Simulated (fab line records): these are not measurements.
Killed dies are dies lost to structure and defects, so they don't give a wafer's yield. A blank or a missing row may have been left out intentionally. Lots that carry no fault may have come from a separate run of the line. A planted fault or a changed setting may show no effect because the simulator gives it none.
Lot-split experiment | flow gf180mcu | 23 wafers read from 5 lots, route of 602 steps

== SPLIT DETAILS ==
At GF_DUAL_GATE_COAT_06 (resist thk 1000 nm), the setting spin_rpm was moved away from the recipe's 3000 rpm on 8 of the 23 wafers read, by -5.7% to +4.6%. This setting was run at the recipe's value on the other wafers.

Reading taken at the split's own step.

== THE READING ==
NOVOLAK_of_DUAL_GATE_COAT_06.thk_nm (the simulator's own value, which no gauge read), in nm, at GF_DUAL_GATE_COAT_06 (resist thk 1000 nm). The file gives no usual value for it. Here, 15 wafers ran the recipe; their average is 1001.0 nm with a standard deviation of 2.4 nm.

wafer  | tool, chamber at the split | spin_rpm as run, rpm | against the recipe | NOVOLAK_of_DUAL_GATE_COAT_06.thk_nm, nm | against lot-mates on the recipe
L075.2 | litho_track-04, 0          | 3000                 | recipe             | 1003                                    | -
L075.4 | litho_track-04, 0          | 3000                 | recipe             | 1003                                    | -
L075.3 | litho_track-04, 0          | 3000                 | recipe             | 998.7                                   | -
L075.5 | litho_track-04, 0          | 3000                 | recipe             | 999.9                                   | -
L075.6 | litho_track-04, 0          | 3000                 | recipe             | 1004                                    | -
L078.1 | litho_track-04, 0          | 3137                 | +4.6%              | 974.6                                   | -24.4
L078.2 | litho_track-04, 0          | 3137                 | +4.6%              | 976                                     | -23.0
L078.3 | litho_track-04, 0          | 3000                 | recipe             | 999                                     | -
L078.5 | litho_track-04, 0          | 3000                 | recipe             | 999.1                                   | -
L078.6 | litho_track-04, 0          | 3137                 | +4.6%              | 977.2                                   | -21.8
L079.1 | litho_track-02, 0          | 3000                 | recipe             | 996.3                                   | -
L079.2 | litho_track-02, 0          | 2928                 | -2.4%              | 1011                                    | +13.0
L079.3 | litho_track-02, 0          | 2928                 | -2.4%              | 1010                                    | +12.0
L079.5 | litho_track-02, 0          | 3000                 | recipe             | 999.6                                   | -
L079.6 | litho_track-02, 0          | 2928                 | -2.4%              | 1006                                    | +8.0
L080.2 | litho_track-02, 0          | 3000                 | recipe             | 1002                                    | -
L080.5 | litho_track-02, 0          | 3000                 | recipe             | 1006                                    | -
L080.6 | litho_track-02, 0          | 3000                 | recipe             | 1001                                    | -
L083.1 | litho_track-02, 0          | 2829                 | -5.7%              | 1028                                    | +27.0
L083.2 | litho_track-02, 0          | 3000                 | recipe             | 1001                                    | -
L083.3 | litho_track-02, 0          | 3000                 | recipe             | 1000                                    | -
L083.4 | litho_track-02, 0          | 3000                 | recipe             | 1002                                    | -
L083.5 | litho_track-02, 0          | 2829                 | -5.7%              | 1031                                    | +30.0

THE FIT
A straight line over all 23 wafers: NOVOLAK_of_DUAL_GATE_COAT_06.thk_nm changes by -5.04 nm for each +1% of spin_rpm; r = -0.98; the points scatter about the line by 2.7 nm.
The same after taking each lot's own level away (the mean of its wafers on the recipe; 23 wafers): -4.98 nm for each +1%; r = -0.99; scatter 1.8 nm.
That fit puts the effect of the largest move of spin_rpm on the reading at 28 nm.
Measured against the standard deviation above, the lots' own levels, which go from 997.95 to 1003.00 nm, span 2.1 times it.
Consequently the slope shifts little with the lot-to-lot level, the two slopes agreeing.
Check: for one of the wafers moved furthest among these (-5.7%), held out of the fit, the line's prediction against its lot-mates is +28.7 nm. It came out at +27 nm against them.

== FURTHER SPLITS ON THESE WAFERS ==
Note: prior to the reading, these wafers also went through further splits. Each is held against what the fit with the lots' levels taken away leaves over:
other split on the same wafers    | wafers away from the commonest value | r with NOVOLAK_of_DUAL_GATE_COAT_06.thk_nm (lot level and that fit taken away)
GF_STI_OXIDATION_01 ox_time_s     | 15                                   | +0.04
GF_STI_WET_ETCH_26 temp_c         | 10                                   | +0.05
GF_NWELL_SOFTBAKE_03 temp_c       | 9                                    | +0.17
GF_MVSD_IMPLANT_08 dose_cm2       | 8                                    | -0.14
GF_MVPSD_COAT_02 spin_rpm         | 7                                    | -0.38
GF_MVPSD_IMPLANT_09 dose_cm2      | 11                                   | -0.03
GF_VT_IMPLANT_IMPLANT_08 dose_cm2 | 11                                   | +0.21
GF_VT_IMPLANT_SOFTBAKE_25 temp_c  | 6                                    | +0.06

== THE WHOLE CHAIN: every reading that the file lists as answering this split, in the file's order ==
step                  | what it does       | reading                                                                              | change (the file's fit)              | r (the file's)
GF_DUAL_GATE_COAT_06  | resist thk 1000 nm | NOVOLAK_of_DUAL_GATE_COAT_06.thk_nm (the simulator's own value, which no gauge read) | -4.98 nm for each +1% of the setting | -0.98
GF_DUAL_GATE_STRIP_13 | strips in O2/N2    | strip_time_to_endpoint_s                                                             | withheld for each +1% of the setting | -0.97

== FILE'S OWN FIT ==
NOVOLAK_of_DUAL_GATE_COAT_06.thk_nm changes by -4.98 nm for each +1% of spin_rpm, r = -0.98.
